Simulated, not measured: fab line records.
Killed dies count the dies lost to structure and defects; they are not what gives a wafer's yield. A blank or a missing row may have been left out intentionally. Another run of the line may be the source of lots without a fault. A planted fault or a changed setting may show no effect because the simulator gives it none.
fab line records	flow sky130
[record] lots = 5	wafers = 15	last-day = 49
route steps=708 shown LDD_HVP@281 LDD_LDN@289 PAD_OPEN@708
lots that met no fault: taken from a fault-free run of the same line
start-h: hours from the record's opening day to when the first of the lot's shown wafers began	wait-h: how many hours have passed since the lot's step before this one	" same as the row above	L1.1+2: a row that stands for several wafers	- no value, or no start given	* or withheld: withheld	< > ~ a bound
route shown NAME@n: a module of which the file shows steps, and the number in the route of the first	usual: mean/standard deviation taken from wafers without a fault	same: alike in all rows	chamber/n: place in a boat	sites: each site's reading	_std_site: how widely they spread, as a standard deviation	_edge_site: outer sites' mean less inner sites'	radius-mm: how far each site lies from the wafer's centre	mask NAME#n: copy n	behind: the tool/chamber that last shaped the wafer	hold: why the lot was held/for how many hours/how that ended	device: the n, p or np transistor that did not switch	end of line: tests run on the same wafers once the route is complete	where a step has no rows: the recipe by itself	killed: the dies lost at the first sort to structure and to defects; this is not the yield of the wafer	map: a wafer's dies, x killed, . not, _ none there
set.NAME: the setting as run; set.NAME@STEP: as run at that earlier step	model.NAME: the simulator's own value behind a step, which no gauge read
a table for each step, a row for each wafer; lots at some steps of the route
services: from which hour (start-h, from the record's first day; less than 0 if before it) a tool's chamber was out of use, for how many hours, and why
[[steps]]
[step SKY_LDD_HVP_SOFTBAKE_03]
[recipe] temp-c = 90	time-s = 60	resist = NOVOLAK
[step SKY_LDD_HVP_EXPOSE_04]
[recipe] mask-id = HVPTM	na = 0.6	source-shape = conventional	sigma-outer = 0.6	polarization = unpolarized	target-cd-nm = 700	dose-mj = 86
[step SKY_LDD_HVP_PEB_05]
[recipe] temp-c = withheld	time-s = *	resist = NOVOLAK
[step SKY_LDD_HVP_DEVELOP_06]
[recipe] resist = NOVOLAK	developer = TMAH	develop-time-s = 60	dev-temp-c = 23
[step SKY_LDD_HVP_OVL_MEAS_07]
[usual] LDD_HVP_OVL = 1.3/1.4
lot.wafer	tool	chamber	start-h	wait-h	LDD_HVP_OVL[nm]
L248.2	overlay-01	-	494.52	0.1	0.6
L248.5	"	-	"	"	-0.5
L248.6	"	-	"	"	-1.4
L250.2	overlay-01	-	531.17	0.1	4.8
L250.4	"	-	"	"	2.5
L250.5	"	-	"	"	2.8
L256.1	overlay-02	-	574.52	0.1	1.5
L256.2	"	-	"	"	0.3
L256.4	"	-	"	"	0.6
L261.1	overlay-02	-	614.09	0.1	-1.2
L261.5	"	-	"	"	-0.3
L261.6	"	-	"	"	-1.9
L265.3	overlay-01	-	640.93	0.1	1.8
L265.5	"	-	"	"	3.3
L265.6	"	-	"	"	2.1
[step SKY_LDD_HVP_IMPLANT_08]
[recipe] species = B	energy-kev = 20	dose-cm2 = 1.7e+13	tilt-deg = 17.9
[step SKY_LDD_HVP_STRIP_09]
[recipe] chemistry = O2/N2	power-w = 1400	pressure-mtorr = 1500	platen-temp-c = withheld	o2-flow-sccm = 3000	n2-flow-sccm = 300	overash-fraction = 0.5
[usual] drypump-motor-current-A = 5.9/0.54	n2-flow-sccm = 300.0/0.8	oes-product-au = 0.408/0.0044	strip-time-to-endpoint-s = 4.134/0.014
lot.wafer	tool	chamber	start-h	wait-h	drypump-motor-current-A	n2-flow-sccm	oes-product-au	rf-hours-counter-h	strip-time-to-endpoint-s
L248.2	plasma-asher-02	1	494.70	0.1	5.5	299.9	0.414	36	4.168
L248.5	"	1	"	"	5.5	300.1	0.408	-	4.144
L248.6	"	0	"	"	5.9	299.9	0.411	-	4.160
L250.2	plasma-asher-04	1	531.35	0.1	5.8	300.1	0.409	71	4.153
L250.4	"	1	"	"	5.8	299.2	0.400	-	4.128
L250.5	"	1	"	"	5.8	300.4	0.414	-	4.148
L256.1	plasma-asher-04	1	574.70	0.1	5.8	301.4	0.401	75	4.123
L256.2	"	0	"	"	6.6	300.6	0.418	75	4.143
L256.4	"	0	"	"	6.6	300.5	0.408	-	4.129
L261.1	plasma-asher-01	0	614.27	0.1	4.9	300.4	0.405	19	4.137
L261.5	"	0	"	"	4.9	300.1	0.411	-	4.140
L261.6	"	1	"	"	6.3	300.7	0.409	-	4.124
L265.3	plasma-asher-04	1	641.14	0.1	5.8	301.2	0.404	-	4.104
L265.5	"	1	"	"	5.8	299.4	0.407	-	4.107
L265.6	"	0	"	"	6.6	298.5	0.405	-	4.109
[step SKY_LDD_HVP_TW_MEAS_10]
[usual] LDD_HVP_TW = 455/5
lot.wafer	tool	chamber	start-h	wait-h	LDD_HVP_TW
L248.2	film-metro-01	-	494.81	0.1	445
L248.5	"	-	"	"	446
L248.6	"	-	"	"	447
L250.2	film-metro-01	-	531.46	0.1	449
L250.4	"	-	"	"	450
L250.5	"	-	"	"	447
L256.1	film-metro-02	-	574.80	0.1	456
L256.2	"	-	"	"	458
L256.4	"	-	"	"	454
L261.1	film-metro-01	-	614.37	0.1	451
L261.5	"	-	"	"	452
L261.6	"	-	"	"	451
L265.3	film-metro-04	-	641.22	0.1	460
L265.5	"	-	"	"	460
L265.6	"	-	"	"	459
[step SKY_LDD_LDN_DEHYDRATE_00]
[recipe] temp-c = 200	time-s = 60
[step SKY_LDD_LDN_HMDS_01]
[recipe] prime-time-s = 60	prime-temp-c = 120
[step SKY_LDD_LDN_COAT_02]
[recipe] resist = NOVOLAK	spin-rpm = 3000	resist-thk-nm = 1140
[step SKY_LDD_LDN_SOFTBAKE_03]
[recipe] temp-c = 90	time-s = 60	resist = NOVOLAK
[step SKY_LDD_LDN_EXPOSE_04]
[recipe] mask-id = LDNTM	na = 0.6	source-shape = conventional	sigma-outer = 0.6	polarization = unpolarized	target-cd-nm = 700	dose-mj = 140
lot.wafer	tool	chamber	start-h	wait-h	mask
L248.2+5+6	iline-stepper-02	0	510.39	-	LDNTM#0
L250.2+4+5	iline-stepper-01	0	546.78	-	LDNTM#0
L256.1+2+4	iline-stepper-01	0	590.06	-	LDNTM#0
L261.1+5+6	iline-stepper-02	0	628.65	-	PSDM#0
L265.3+5+6	iline-stepper-02	0	655.51	-	LDNTM#0
[step SKY_LDD_LDN_PEB_05]
[recipe] temp-c = withheld	time-s = *	resist = NOVOLAK
[step SKY_LDD_LDN_DEVELOP_06]
[recipe] resist = NOVOLAK	developer = TMAH	develop-time-s = 60	dev-temp-c = 23
[step SKY_LDD_LDN_OVL_MEAS_07]
[usual] LDD_LDN_OVL = 0.8/1.7
lot.wafer	tool	chamber	start-h	wait-h	LDD_LDN_OVL[nm]
L248.2	overlay-02	-	526.05	0.1	-0.8
L248.5	"	-	"	"	-3.2
L248.6	"	-	"	"	1.4
L250.2	overlay-02	-	561.15	0.1	1.0
L250.4	"	-	"	"	1.5
L250.5	"	-	"	"	1.5
L256.1	overlay-02	-	604.45	0.1	-1.9
L256.2	"	-	"	"	1.2
L256.4	"	-	"	"	0.8
L261.1	overlay-01	-	642.75	0.1	-
L261.5	"	-	"	"	-
L261.6	"	-	"	"	-
L265.3	overlay-02	-	669.60	0.1	1.6
L265.5	"	-	"	"	-0.1
L265.6	"	-	"	"	0.4
[step SKY_LDD_LDN_IMPLANT_08]
[recipe] species = As	energy-kev = 15	dose-cm2 = 1.25e+13	tilt-deg = withheld	rotation-deg = 23
[step SKY_LDD_LDN_IMPLANT_09]
[recipe] species = As	energy-kev = 15	dose-cm2 = 1.25e+13	tilt-deg = withheld	rotation-deg = 113
[step SKY_LDD_LDN_IMPLANT_10]
[recipe] species = As	energy-kev = 15	dose-cm2 = 1.25e+13	tilt-deg = withheld	rotation-deg = 203
[step SKY_LDD_LDN_IMPLANT_11]
[recipe] species = As	energy-kev = 15	dose-cm2 = 1.25e+13	tilt-deg = withheld	rotation-deg = 293
[step SKY_LDD_LDN_STRIP_12]
[recipe] chemistry = O2/N2	power-w = 1400	pressure-mtorr = 1500	platen-temp-c = withheld	o2-flow-sccm = 3000	n2-flow-sccm = 300	overash-fraction = 0.5
[usual] drypump-motor-current-A = 5.9/0.59	n2-flow-sccm = 300.0/0.89	oes-product-au = 0.715/0.0043	strip-time-to-endpoint-s = 14.17/0.04
lot.wafer	tool	chamber	start-h	wait-h	drypump-motor-current-A	n2-flow-sccm	oes-product-au	rf-hours-counter-h	strip-time-to-endpoint-s
L248.2	plasma-asher-01	1	526.68	0.1	6.3	301.1	0.723	10	14.16
L248.5	"	1	"	"	6.3	301.8	0.711	-	14.16
L248.6	"	0	"	"	4.9	300.1	0.713	-	14.18
L250.2	plasma-asher-01	1	561.78	0.1	6.2	300.3	0.712	14	14.18
L250.4	"	1	"	"	6.3	299.3	0.721	-	14.20
L250.5	"	1	"	"	6.2	299.5	0.714	-	14.15
L256.1	plasma-asher-03	0	605.08	0.1	6.3	298.3	0.716	89	14.13
L256.2	"	1	"	"	5.7	300.1	0.717	89	14.17
L256.4	"	1	"	"	5.7	300.0	0.722	-	14.16
L261.1	plasma-asher-04	1	643.38	0.1	5.8	298.9	0.712	82	14.15
L261.5	"	0	"	"	6.6	298.9	0.707	-	14.17
L261.6	"	1	"	"	5.8	299.6	0.718	-	14.17
L265.3	plasma-asher-04	0	670.26	0.1	6.6	299.6	0.715	-	14.25
L265.5	"	0	"	"	6.6	299.5	0.716	-	14.22
L265.6	"	1	"	"	5.8	299.0	0.718	-	14.24
[step SKY_LDD_LDN_TW_MEAS_13]
[usual] LDD_LDN_TW = 1489/9.6
lot.wafer	tool	chamber	start-h	wait-h	LDD_LDN_TW
L248.2	film-metro-02	-	526.79	0.1	1491
L248.5	"	-	"	"	1494
L248.6	"	-	"	"	1488
L250.2	film-metro-04	-	561.89	0.1	1490
L250.4	"	-	"	"	1492
L250.5	"	-	"	"	1489
L256.1	film-metro-04	-	605.18	0.1	1497
L256.2	"	-	"	"	1498
L256.4	"	-	"	"	1501
L261.1	film-metro-03	-	643.48	0.1	30
L261.5	"	-	"	"	30
L261.6	"	-	"	"	31
L265.3	film-metro-02	-	670.34	0.1	1481
L265.5	"	-	"	"	1478
L265.6	"	-	"	"	1485
[step SKY_LDD_LDN_CLEAN_14]
[recipe] chemistry = SC1/SC2	mix = 1:4:20	temp-c = 70	time-s = 150	dry = n2-spin
[step SKY_PAD_OPEN_PROBE_99]
[usual] killed_at_M0_to_M3 = 44/7.2	killed_at_M4_up = 3.4/2.1	killed-at-contacts = 24/5.5	killed-at-front-end = 15/4.6	killed-at-other = 0.4/0.64	killed-dies = 86/9.1	killed-on-rim = 17/3.8	killed-open = 47/7.5	killed-short = 39/5.8
[same] gross-dies = 492	killed-at-back-side = 0
lot.wafer	tool	chamber	start-h	wait-h	killed_at_M0_to_M3	killed_at_M4_up	killed-at-contacts	killed-at-front-end	killed-at-other	killed-dies	killed-on-rim	killed-open	killed-short	model.etest.pfet_01v8.r-on-ohm-um	model.etest.pfet-g5v0d10v5.r-on-ohm-um	model.etest.pfet_01v8.drive-ua-um	model.etest.pfet_01v8_hvt.drive-ua-um	model.etest.sram-pfet-latch.drive-ua-um	model.etest.pfet_01v8_mvt.drive-ua-um	model.etest.pfet_01v8_lvt.drive-ua-um	model.etest.res-pdiff.line-ohm-um
L248.2	prober-02	-	1078.32	0.1	43	4	19	23	0	89	20	56	32	2911	4764	189.3	141.8	147	147.5	174.5	1356
L248.5	prober-02	-	1078.47	0.2	35	3	27	17	4	86	14	53	29	2963	4748	188.5	138.7	144.9	146.8	175	1320
L248.6	prober-02	-	1078.52	0.2	45	3	22	20	0	90	17	49	41	2990	4812	184.3	136.5	136.2	145.6	172.5	1328
L250.2	prober-01	-	1101.06	0.1	41	3	38	10	0	92	21	57	35	2941	4783	189.4	140.2	137.6	147.8	173.2	1364
L250.4	prober-01	-	1101.16	0.2	40	1	26	8	0	75	14	52	23	3034	4793	181.6	135.1	133.3	145.6	171.9	1357
L250.5	prober-01	-	1101.21	0.2	35	5	32	12	0	84	15	49	35	2878	4760	190.8	142.2	143.9	149.1	175.2	1391
L256.1	prober-02	-	1128.76	0.1	53	3	27	11	0	94	15	57	37	3019	4812	184.8	137	139.2	147.6	169.5	1371
L256.2	prober-02	-	1128.81	0.1	47	3	33	21	1	105	19	61	43	2878	4731	193.9	143.6	137.5	152.7	176.6	1344
L256.4	prober-02	-	1128.91	0.2	45	3	21	7	0	76	15	39	37	2933	4768	190.1	142.7	137.4	150	172.2	1358
L261.1	prober-02	-	1157.11	0.1	33	6	28	425	0	492	96	49	37	1.064e+04	4857	51.65	32.5	34.38	62.84	98.61	1431
L261.5	prober-02	-	1157.31	0.2	40	3	15	434	0	492	96	43	27	9567	4865	56.71	36.58	37.02	67.16	102.9	1394
L261.6	prober-02	-	1157.36	0.2	38	5	20	429	0	492	96	42	32	8906	4871	60.79	38.54	38.82	69.94	106.7	1418
L265.3	prober-01	-	1170.96	0.2	44	3	34	9	1	91	18	51	40	2887	4778	193.4	145.7	142.9	153.3	173	1424
L265.5	prober-01	-	1171.06	0.2	33	4	22	10	0	69	10	34	35	2974	4868	188.2	138.8	135.7	150.4	170	1438
L265.6	prober-01	-	1171.11	0.2	48	9	23	14	0	94	12	44	50	2881	4797	192.6	144.2	141.6	152.1	171.9	1414
// killed by level:class
L248.2 VIA1:geometric-particle:open=10 CONTACT:geometric-particle:open=9 POLY_GATE:geometric-particle:open=7 VIA2:geometric-particle:open=7 METAL2:geometric-particle:short=6 FIELD_ISO:geometric-particle:open=5 VIA3:geometric-particle:open=5 POLY_GATE:geometric-particle:short=4
L248.5 CONTACT:geometric-particle:open=11 LI_CONTACT:geometric-particle:open=10 VIA1:geometric-particle:open=7 VIA3:geometric-particle:open=7 FIELD_ISO:geometric-particle:open=4 VIA2:geometric-particle:short=4 CONTACT:geometric-particle:short=4 METAL2:geometric-particle:short=4
L248.6 VIA1:geometric-particle:open=12 CONTACT:geometric-particle:open=11 LI_CONTACT:geometric-particle:open=7 VIA1:geometric-particle:short=5 VIA3:geometric-particle:open=5 FIELD_ISO:geometric-particle:open=4 FIELD_ISO:geometric-particle:short=4 POLY_GATE:geometric-particle:short=4
L250.2 LI_CONTACT:geometric-particle:open=18 CONTACT:geometric-particle:open=9 VIA2:geometric-particle:open=9 METAL2:geometric-particle:short=8 VIA1:geometric-particle:open=7 LOCAL_INTERCONNECT:geometric-particle:short=5 VIA1:geometric-particle:short=5 CONTACT:geometric-particle:short=4
L250.4 VIA1:geometric-particle:open=11 LI_CONTACT:geometric-particle:open=8 VIA2:geometric-particle:open=8 CONTACT:geometric-particle:open=7 VIA3:geometric-particle:open=7 VIA1:geometric-particle:short=4 LOCAL_INTERCONNECT:geometric-particle:short=4 CONTACT:geometric-particle:short=3
L250.5 CONTACT:geometric-particle:open=12 VIA1:geometric-particle:open=11 LI_CONTACT:geometric-particle:open=10 VIA3:geometric-particle:open=6 METAL4:geometric-particle:short=5 LI_CONTACT:geometric-particle:short=4 METAL2:geometric-particle:short=4 METAL1:geometric-particle:short=4
L256.1 VIA1:geometric-particle:open=17 CONTACT:geometric-particle:open=14 VIA3:geometric-particle:open=9 VIA1:geometric-particle:short=7 LI_CONTACT:geometric-particle:open=6 CONTACT:geometric-particle:short=5 VIA3:geometric-particle:short=4 METAL2:geometric-particle:short=4
L256.2 VIA1:geometric-particle:open=14 LI_CONTACT:geometric-particle:open=12 VIA2:geometric-particle:open=10 CONTACT:geometric-particle:open=8 METAL1:geometric-particle:short=8 POLY_GATE:geometric-particle:short=6 LI_CONTACT:geometric-particle:short=5 VIA3:geometric-particle:open=5
L256.4 VIA1:geometric-particle:open=13 METAL2:geometric-particle:short=7 CONTACT:geometric-particle:open=6 VIA3:geometric-particle:open=6 LI_CONTACT:geometric-particle:open=5 CONTACT:geometric-particle:short=5 METAL1:geometric-particle:short=5 VIA2:geometric-particle:open=4
L261.1 LDD_LDN:area-expose=406 VIA1:geometric-particle:open=14 CONTACT:geometric-particle:open=8 CONTACT:geometric-particle:short=6 VIA2:geometric-particle:open=6 FIELD_ISO:geometric-particle:open=5 LI_CONTACT:geometric-particle:short=5 LI_CONTACT:geometric-particle:open=5
L261.5 LDD_LDN:area-expose=422 CONTACT:geometric-particle:open=10 VIA1:geometric-particle:open=9 VIA2:geometric-particle:open=9 VIA3:geometric-particle:open=5 VIA1:geometric-particle:short=4 FIELD_ISO:geometric-particle:open=3 FIELD_ISO:geometric-particle:short=3
L261.6 LDD_LDN:area-expose=418 VIA1:geometric-particle:open=12 FIELD_ISO:geometric-particle:short=7 LI_CONTACT:geometric-particle:open=7 CONTACT:geometric-particle:open=6 LI_CONTACT:geometric-particle:short=4 VIA2:geometric-particle:open=4 METAL1:geometric-particle:short=3
L265.3 LI_CONTACT:geometric-particle:open=12 CONTACT:geometric-particle:open=8 VIA2:geometric-particle:open=8 VIA1:geometric-particle:open=7 VIA3:geometric-particle:open=6 METAL2:geometric-particle:short=6 LI_CONTACT:geometric-particle:short=5 VIA1:geometric-particle:short=5
L265.5 CONTACT:geometric-particle:open=12 METAL1:geometric-particle:short=7 METAL2:geometric-particle:short=5 POLY_GATE:geometric-particle:short=4 LI_CONTACT:geometric-particle:open=4 VIA1:geometric-particle:open=4 METAL2:geometric-particle:open=3 VIA1:geometric-particle:short=3
L265.6 CONTACT:geometric-particle:open=8 VIA1:geometric-particle:open=8 METAL2:geometric-particle:short=8 VIA3:geometric-particle:open=8 POLY_GATE:geometric-particle:short=6 METAL1:geometric-particle:short=6 METAL4:geometric-particle:short=6 LI_CONTACT:geometric-particle:short=5
// map L261.1 (x killed, . not)
__________xxxxxxxxxx_________
________xxxxxxxxxxxxxx_______
______xxxxxxxxxxxxxxxxxx_____
_____xxxxxxxxxxxxxxxxxxxx____
____xxxxxxxxxxxxxxxxxxxxxx___
___xxxxxxxxxxxxxxxxxxxxxxxx__
__xxxxxxxxxxxxxxxxxxxxxxxxxx_
_xxxxxxxxxxxxxxxxxxxxxxxxxxxx
_xxxxxxxxxxxxxxxxxxxxxxxxxxxx
_xxxxxxxxxxxxxxxxxxxxxxxxxxxx
_xxxxxxxxxxxxxxxxxxxxxxxxxxxx
_xxxxxxxxxxxxxxxxxxxxxxxxxxxx
_xxxxxxxxxxxxxxxxxxxxxxxxxxxx
_xxxxxxxxxxxxxxxxxxxxxxxxxxxx
_xxxxxxxxxxxxxxxxxxxxxxxxxxxx
__xxxxxxxxxxxxxxxxxxxxxxxxxx_
___xxxxxxxxxxxxxxxxxxxxxxxx__
____xxxxxxxxxxxxxxxxxxxxxx___
_____xxxxxxxxxxxxxxxxxxxx____
______xxxxxxxxxxxxxxxxxx_____
________xxxxxxxxxxxxxx_______
__________xxxxxxxxxx_________
// map L248.6 (x killed, . not)
__________.........._________
________.....x.x...x.._______
______.................._____
_____x..x.....xx.x.......____
____...xx..x......x.....xx___
___....x.......x..xxx..x...__
__.x..x.x...x......x.x......_
_.............x...x.xx..x.x..
_..x....x...x................
_..x...x..x.x...x...x........
_.......x...x...x........x..x
_x......x......x..........x..
_.x..............x....x..xx..
_xxx......x.......x..........
_x.x......xx........x........
__...................x......_
___....x......x....x....xx.__
____.x....x..x.........x.x___
_____..xx.x...x..........____
______.....x..x......x.._____
________...x...x..x.x._______
__________.x.x...x.._________
[[services]]
tool	chamber	start-h	hours	kind
plasma-asher-01	-	477.44	1.8	repair
iline-stepper-01	0	491.58	-	calibration
plasma-asher-02	-	496.06	3.6	repair
plasma-asher-01	-	500.46	2.1	repair
plasma-asher-03	-	509.35	23.5	pm
plasma-asher-02	-	540.31	3.8	repair
plasma-asher-04	-	542.36	5.1	repair
iline-stepper-02	0	565.13	-	calibration
plasma-asher-03	-	608.47	2.8	pm
iline-stepper-02	-	616.81	1.7	pm
iline-stepper-01	-	626.45	1.7	pm
plasma-asher-03	-	639.00	1.9	repair
[[key]]
[first-sign] step = SKY_LDD_LDN_EXPOSE_04	reading = mask	direction = changed
[effect] step = SKY_LDD_LDN_OVL_MEAS_07	reading = LDD_LDN_OVL	direction = missing
[effect] step = SKY_LDD_LDN_TW_MEAS_13	reading = LDD_LDN_TW	direction = down	sigmas = 99+	usual = 1489	struck = 30
[effect] step = SKY_PAD_OPEN_PROBE_99	reading = killed-at-front-end	direction = up	sigmas = 89	usual = 15	struck = 429
[model-effect] step = SKY_PAD_OPEN_PROBE_99	value = etest.pfet_01v8.r-on-ohm-um	without = 2957	struck = 9704
[more-kills-born-at] SKY_LDD_LDN_EXPOSE_04@iline-stepper-02 = 1246
met-at SKY_LDD_LDN_EXPOSE_04
struck-wafers L261.1,L261.5,L261.6
tester-left-out L261
onset-between 510.39 628.65
[fault] kind = wrong-mask	tool = any	chamber = -	onset-h = 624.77	steps = SKY_LDD_LDN_EXPOSE_04	aux-copy = PSDM#0	scope = struck-lots-only
// tester-left-out: of these lots the tester's yield and bins aren't shown, on N5 and GAA mostly nor the transistor test; their killed dies are dies lost to structure and defects alone, not to doping, threshold or leakage, so they don't give the yield
